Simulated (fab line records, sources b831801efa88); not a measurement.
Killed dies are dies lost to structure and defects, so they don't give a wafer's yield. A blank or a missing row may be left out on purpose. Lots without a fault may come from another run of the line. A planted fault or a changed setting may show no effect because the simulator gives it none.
Chamber matching | flow gf180mcu | GF_V3_CMP_26 on cmp-01: 3 sister chambers
The step polishes, stops on SiO2, t overpolish 15 s, target thk 0 nm. 14 wafers are shown with their chamber, then 6 later ones without.

WAFERS WITH THEIR CHAMBER
wafer  | chamber | motor_current_A (A) | time_to_endpoint_s (s) | overpolish_run_s (s)
L791.2 | 2       | 11.5                | 84                     | 15.005
L791.5 | 0       | 10.8                | 87                     | 15.003
L791.6 | 3       | 10.6                | 93                     | 14.997
L792.3 | 2       | 11.1                | 86                     | 14.997
L792.4 | 0       | 10.2                | 84                     | 14.995
L792.6 | 3       | 11.7                | 88                     | 14.992
L794.4 | 2       | 11.8                | 85                     | 14.992
L794.5 | 3       | 10.6                | 86                     | 15.003
L794.6 | 2       | 11.4                | 83                     | 15.008
L802.2 | 0       | 10.6                | 89                     | 14.996
L802.4 | 2       | 11.9                | 85                     | 15.010
L802.5 | 0       | 10.3                | 86                     | 15.008
L804.1 | 0       | 10.5                | 87                     | 14.982
L804.2 | 3       | 11.2                | 88                     | 14.991

SIGNATURES (means of the wafers above)
reading            | chamber 0 | chamber 2 | chamber 3 | scatter within a chamber
motor_current_A    | 10.480    | 11.540    | 11.025    | 0.368
time_to_endpoint_s | 86.60     | 84.60     | 88.75     | 2.03
overpolish_run_s   | 14.99680  | 15.00240  | 14.99575  | 0.00804
Rule: a wafer's distance from a chamber is the root of the sum, over the readings, of the square of ((its reading less the chamber's mean) divided by the reading's scatter). The wafer belongs to the nearest chamber; if the next one is less than 2 further off, it can't be placed. The scatter: the root of (the sum of the squares of (reading less its chamber's mean) over the shown wafers, divided by (wafers less chambers)).

WAFERS WITHOUT THEIR CHAMBER
wafer  | motor_current_A (A) | time_to_endpoint_s (s) | overpolish_run_s (s)
L804.3 | 11.6                | 84                     | 15.007
L809.2 | 10.5                | 83                     | 14.980
L809.4 | 11.9                | 82                     | 14.988
L809.5 | 10.5                | 83                     | 14.998
L810.1 | 10.6                | 84                     | 15.000
L810.5 | 11.5                | 86                     | 15.003

WHICH CHAMBER EACH WENT THROUGH
wafer  | from the rows above          | in truth
L804.3 | 2                            | 2
L809.2 | can't be placed: 0 or 3 or 2 | 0
L809.4 | can't be placed: 2 or 3      | 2
L809.5 | can't be placed: 0 or 2 or 3 | 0
L810.1 | can't be placed: 0 or 2 or 3 | 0
L810.5 | can't be placed: 2 or 3      | 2
Placed correctly: 1 of 6. Can't be placed from these rows: 5 (the true chamber is among the candidates in 5). Placed wrongly: 0.
